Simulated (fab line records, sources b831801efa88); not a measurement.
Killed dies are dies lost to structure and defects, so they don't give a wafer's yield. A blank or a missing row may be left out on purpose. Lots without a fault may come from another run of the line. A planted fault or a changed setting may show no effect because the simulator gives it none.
One fault seen from 2 desks | flow sky130 | each desk has only its own numbers; what lay behind them comes last

THE METROLOGY DESK
What the gauges read, lot by lot, whatever tool the lot ran on: means of the sampled wafers that have a number. A lot is out of limits, marked OUT, if its mean lies more than 4 standard deviations from the usual mean; the brackets give that distance.
Columns: A = VIA3_W_RS at SKY_VIA3_RS_MEAS_22, usual 0.2932 ohm/sq; B = CAP2M_CVD_00_THK at SKY_CAP2M_THK_MEAS_01, usual 15.53 nm
lot  | first seen here | A      | B
L570 | day 39 16:19    | 0.2896 | 15.75
L572 | day 40 02:15    | 0.2931 | 15.34
L571 | day 40 05:25    | 0.2917 | 15.46
L573 | day 40 12:40    | 0.2939 | 15.41
L578 | day 42 11:13    | 0.2922 | 15.53
L582 | day 43 16:01    | 0.2936 | 15.80
L583 | day 44 02:51    | 0.2898 | 15.22
L585 | day 44 08:01    | 0.2912 | 15.37
L588 | day 45 09:17    | 0.2968 | 15.67
L592 | day 45 22:12    | 0.2939 | 15.60
L593 | day 46 00:02    | 0.2924 | 15.56
This desk's finding: nothing out of limits on any of the 11 lots.

THE TOOL OWNER'S DESK: rie_diel-04
The tool's own readings at SKY_VIA3_ETCH_14 (etches BARC in N2/H2, stops on SiO2, time 45.9 s, target depth 60 nm): means of the sampled wafers that have a number, for each lot that ran on this tool. A lot is out of limits, marked OUT, if its mean lies more than 4 standard deviations from the usual mean; the brackets give that distance.
Columns: A = drypump_motor_current_A at SKY_VIA3_ETCH_14, usual 5.4 A; B = oes_product_au at SKY_VIA3_ETCH_14, usual 0.855 a.u.; C = rf_fwd_power_W at SKY_VIA3_ETCH_14, usual 494.4 W; D = throttle_valve_pct at SKY_VIA3_ETCH_14, usual 13.062 %
lot  | first seen here | A   | B     | C               | D
L571 | day 40 04:07    | 5.1 | 0.852 | 492.4           | 13.057
L582 | day 43 15:03    | 5.4 | 0.854 | 466.7 (-14) OUT | 13.070
This desk's finding: out of limits on L582; first on L582, day 43 15:03 (rf_fwd_power_W at SKY_VIA3_ETCH_14). In limits: L571.

PUT TOGETHER
The tool owner's desk could have raised an alarm at day 43 15:03, on L582.
The metrology desk saw nothing out of limits.
The metrology desk has L582 on record, within its limits.
Of the lots named, all ran SKY_VIA3_ETCH_14 on rie_diel-04.

WHAT THE SIMULATOR HAD PUT IN
Process parameter drift: rie_diel-04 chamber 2, from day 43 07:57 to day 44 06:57, at SKY_VIA3_ETCH_14. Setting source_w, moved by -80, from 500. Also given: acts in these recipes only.
Lots struck among those shown: L582.
Hours from the fault's start to each desk's first reading out of limits: the tool owner's desk, 7.
